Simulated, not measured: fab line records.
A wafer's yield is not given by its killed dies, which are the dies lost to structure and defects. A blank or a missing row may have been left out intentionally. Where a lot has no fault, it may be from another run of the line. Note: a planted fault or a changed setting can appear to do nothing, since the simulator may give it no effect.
Chamber matching :: flow gf180mcu :: GF_V2_CMP_04 on cmp-02: 4 sister chambers
The step polishes SiO2. 8 wafers are shown with their chamber, then 11 later ones without.

== WAFERS WITH THEIR CHAMBER ==
wafer: L085.6
chamber: 1
motor-current-A (A): 10.7
platen-rpm (rpm): 60.05

wafer: L087.3
chamber: 2
motor-current-A (A): 11.0
platen-rpm (rpm): 59.95

wafer: L087.5
chamber: 3
motor-current-A (A): 12.1
platen-rpm (rpm): 59.99

wafer: L089.2
chamber: 2
motor-current-A (A): 10.6
platen-rpm (rpm): 60.01

wafer: L089.3
chamber: 1
motor-current-A (A): 10.9
platen-rpm (rpm): 60.07

wafer: L091.4
chamber: 3
motor-current-A (A): 12.1
platen-rpm (rpm): 59.97

wafer: L091.6
chamber: 0
motor-current-A (A): 12.3
platen-rpm (rpm): 59.96

wafer: L092.1
chamber: 0
motor-current-A (A): 12.5
platen-rpm (rpm): 60.02

== WAFERS WHOSE CHAMBER IS MISSING ==
wafer: L092.2
motor-current-A (A): 11.0
platen-rpm (rpm): 59.97

wafer: L092.4
motor-current-A (A): 11.4
platen-rpm (rpm): 59.98

wafer: L095.2
motor-current-A (A): 12.6
platen-rpm (rpm): 59.97

wafer: L095.4
motor-current-A (A): 11.0
platen-rpm (rpm): 59.95

wafer: L095.6
motor-current-A (A): 11.1
platen-rpm (rpm): 60.07

wafer: L096.1
motor-current-A (A): 11.0
platen-rpm (rpm): 60.02

wafer: L096.2
motor-current-A (A): 12.3
platen-rpm (rpm): 60.03

wafer: L096.5
motor-current-A (A): 12.8
platen-rpm (rpm): 60.08

wafer: L097.1
motor-current-A (A): 12.9
platen-rpm (rpm): 60.03

wafer: L097.3
motor-current-A (A): 11.1
platen-rpm (rpm): 59.91

wafer: L097.6
motor-current-A (A): 12.8
platen-rpm (rpm): 60.06

== EACH ONE'S CHAMBER ==
wafer: L092.2
from the rows above: can't be placed: 2 or 1
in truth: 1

wafer: L092.4
from the rows above: can't be placed: 2 or 3 or 1
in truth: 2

wafer: L095.2
from the rows above: can't be placed: 0 or 3
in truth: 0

wafer: L095.4
from the rows above: 2
in truth: 2

wafer: L095.6
from the rows above: can't be placed: 1 or 2
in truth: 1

wafer: L096.1
from the rows above: can't be placed: 1 or 2
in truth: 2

wafer: L096.2
from the rows above: can't be placed: 0 or 3
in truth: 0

wafer: L096.5
from the rows above: can't be placed: 0 or 3
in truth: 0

wafer: L097.1
from the rows above: can't be placed: 0 or 3
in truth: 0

wafer: L097.3
from the rows above: 2
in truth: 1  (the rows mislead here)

wafer: L097.6
from the rows above: can't be placed: 0 or 3
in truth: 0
1 of 11 placed correctly. Can't be placed from these rows: 9 (the true chamber is among the candidates in 9). Number placed wrongly: 1.
How it was worked out, from the rows above alone: a wafer's distance from a chamber is the root of the sum, over the readings, of the square of ((its reading less the chamber's mean) divided by the reading's scatter). If the next closest chamber is less than 2 further off than the closest, the wafer can't be placed; otherwise it belongs to the closest. For every chamber, the mean is computed from those of its wafers that are shown. The scatter is the square root of a quotient: the sum, over the shown wafers, of each reading's squared deviation from its chamber's mean, divided by wafers minus chambers.
